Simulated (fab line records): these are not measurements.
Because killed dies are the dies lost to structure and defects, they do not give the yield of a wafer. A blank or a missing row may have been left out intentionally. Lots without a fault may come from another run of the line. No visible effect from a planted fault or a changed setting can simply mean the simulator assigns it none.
Which of the tools did it? / flow gf180mcu / 12 lots, 36 wafers sampled, at 3 steps of a route of 602

WHAT THE GAUGES SHOWED, per wafer
GF_STI_BOW_MEAS_00. Usual: INCOMING_BOW 0 um, standard deviation 6.
lot=L945; measured=day 1 10:04; on=filmMetro-04; INCOMING_BOW (um)=-8 5 4; flag=
lot=L948; measured=day 2 01:01; on=filmMetro-02; INCOMING_BOW (um)=-8 1 14; flag=
lot=L950; measured=day 2 11:00; on=filmMetro-01; INCOMING_BOW (um)=2 3 5; flag=
lot=L952; measured=day 2 21:00; on=filmMetro-02; INCOMING_BOW (um)=-9 -5 6; flag=
lot=L954; measured=day 3 07:01; on=filmMetro-04; INCOMING_BOW (um)=-3 9 -9; flag=
lot=L955; measured=day 3 12:00; on=filmMetro-02; INCOMING_BOW (um)=0 -2 -1; flag=
lot=L960; measured=day 4 13:00; on=filmMetro-02; INCOMING_BOW (um)=-7 4 0; flag=
lot=L961; measured=day 4 18:01; on=filmMetro-04; INCOMING_BOW (um)=0 7 -6; flag=
lot=L962; measured=day 4 23:00; on=filmMetro-04; INCOMING_BOW (um)=6 11 -1; flag=
lot=L964; measured=day 5 09:01; on=filmMetro-01; INCOMING_BOW (um)=-11 2 -3; flag=
lot=L966; measured=day 5 19:01; on=filmMetro-04; INCOMING_BOW (um)=-3 -3 2; flag=
lot=L968; measured=day 6 05:00; on=filmMetro-02; INCOMING_BOW (um)=9 4 -16; flag=

GF_STI_THK_MEAS_30. Usual: STI_OXIDATION_02_THK 9.85 nm, standard deviation 0.18.
lot=L945; measured=day 2 06:18; on=filmMetro-04; STI_OXIDATION_02_THK (nm)=9.67 9.66 9.70; flag=
lot=L948; measured=day 2 21:26; on=filmMetro-02; STI_OXIDATION_02_THK (nm)=9.86 9.95 10.04; flag=
lot=L950; measured=day 3 09:55; on=filmMetro-01; STI_OXIDATION_02_THK (nm)=9.84 10.04 9.90; flag=
lot=L952; measured=day 3 18:29; on=filmMetro-02; STI_OXIDATION_02_THK (nm)=10.01 9.97 10.21; flag=
lot=L954; measured=day 4 06:37; on=filmMetro-01; STI_OXIDATION_02_THK (nm)=16.03 15.95 16.14; flag=OFF
lot=L955; measured=day 4 09:47; on=filmMetro-02; STI_OXIDATION_02_THK (nm)=9.89 9.81 9.96; flag=
lot=L960; measured=day 5 13:08; on=filmMetro-01; STI_OXIDATION_02_THK (nm)=9.81 10.00 9.87; flag=
lot=L961; measured=day 5 17:56; on=filmMetro-02; STI_OXIDATION_02_THK (nm)=15.82 15.51 15.69; flag=OFF
lot=L962; measured=day 5 23:34; on=filmMetro-01; STI_OXIDATION_02_THK (nm)=15.65 15.21 15.69; flag=OFF
lot=L964; measured=day 6 08:08; on=filmMetro-01; STI_OXIDATION_02_THK (nm)=9.49 9.44 9.43; flag=
lot=L966; measured=day 6 19:53; on=filmMetro-02; STI_OXIDATION_02_THK (nm)=9.81 9.56 9.78; flag=
lot=L968; measured=day 7 05:53; on=filmMetro-01; STI_OXIDATION_02_THK (nm)=10.13 10.00 10.10; flag=

TOOL THAT RAN EACH LOT (tool first, then ch and the chambers of the sampled wafers, then the start)
lot=L945; GF_STI_OXIDATION_29=furnace-01 ch 0, day 2 04:53
lot=L948; GF_STI_OXIDATION_29=furnace-01 ch 0, day 2 20:02
lot=L950; GF_STI_OXIDATION_29=furnace-01 ch 0, day 3 08:31
lot=L952; GF_STI_OXIDATION_29=furnace-02 ch 0, day 3 17:05
lot=L954; GF_STI_OXIDATION_29=furnace-01 ch 0, day 4 03:34
lot=L955; GF_STI_OXIDATION_29=furnace-01 ch 0, day 4 08:23
lot=L960; GF_STI_OXIDATION_29=furnace-02 ch 0, day 5 11:45
lot=L961; GF_STI_OXIDATION_29=furnace-02 ch 0, day 5 14:52
lot=L962; GF_STI_OXIDATION_29=furnace-01 ch 0, day 5 20:37
lot=L964; GF_STI_OXIDATION_29=furnace-01 ch 0, day 6 06:44
lot=L966; GF_STI_OXIDATION_29=furnace-02 ch 0, day 6 18:29
lot=L968; GF_STI_OXIDATION_29=furnace-02 ch 0, day 7 04:29
- GF_STI_OXIDATION_29: stabilise 600 s, purge 300 s, target thk 10 nm.

WHAT THE TOOLS THEMSELVES READ (means of the sampled wafers that have a number; where no wafer has one, the mark that the record gives instead)
GF_STI_OXIDATION_29. Usual: 899.8 C for spikeTcCentreC, sd 0.99.
lot=L945; tool=furnace-01; spikeTcCentreC (C)=899.3; flag=
lot=L948; tool=furnace-01; spikeTcCentreC (C)=899.5; flag=
lot=L950; tool=furnace-01; spikeTcCentreC (C)=899.1; flag=
lot=L952; tool=furnace-02; spikeTcCentreC (C)=900.1; flag=
lot=L954; tool=furnace-01; spikeTcCentreC (C)=899.4; flag=
lot=L955; tool=furnace-01; spikeTcCentreC (C)=899.1; flag=
lot=L960; tool=furnace-02; spikeTcCentreC (C)=901.5; flag=
lot=L961; tool=furnace-02; spikeTcCentreC (C)=900.5; flag=
lot=L962; tool=furnace-01; spikeTcCentreC (C)=899.6; flag=
lot=L964; tool=furnace-01; spikeTcCentreC (C)=898.7; flag=
lot=L966; tool=furnace-02; spikeTcCentreC (C)=900.4; flag=
lot=L968; tool=furnace-02; spikeTcCentreC (C)=899.8; flag=

THE ANSWER, worked out from the rows above alone
Rule: a lot is off if the mean of its wafers that have a number lies more than 3 standard deviations from the usual mean. A lot without any number at a reading at which 4 lots or more have one is off too. The other lots that the step has rows for count as sound. The gauges are gone through in route order, then the tools' own readings, and for those a lot's mean is taken as printed above. At the first step where some lot is off, the reading lying furthest off is the one used; lots without a number count as furthest.
Off: L954, L961, L962, seen at GF_STI_THK_MEAS_30 (STI_OXIDATION_02_THK).
If a tool, at a process step before that reading, ran all the lots that are off and no sound lot after the first of them, it fits. The gauges at GF_STI_THK_MEAS_30 are tried like those tools. Not one of the candidates tried fits.

WHAT THE SIMULATOR PUT IN
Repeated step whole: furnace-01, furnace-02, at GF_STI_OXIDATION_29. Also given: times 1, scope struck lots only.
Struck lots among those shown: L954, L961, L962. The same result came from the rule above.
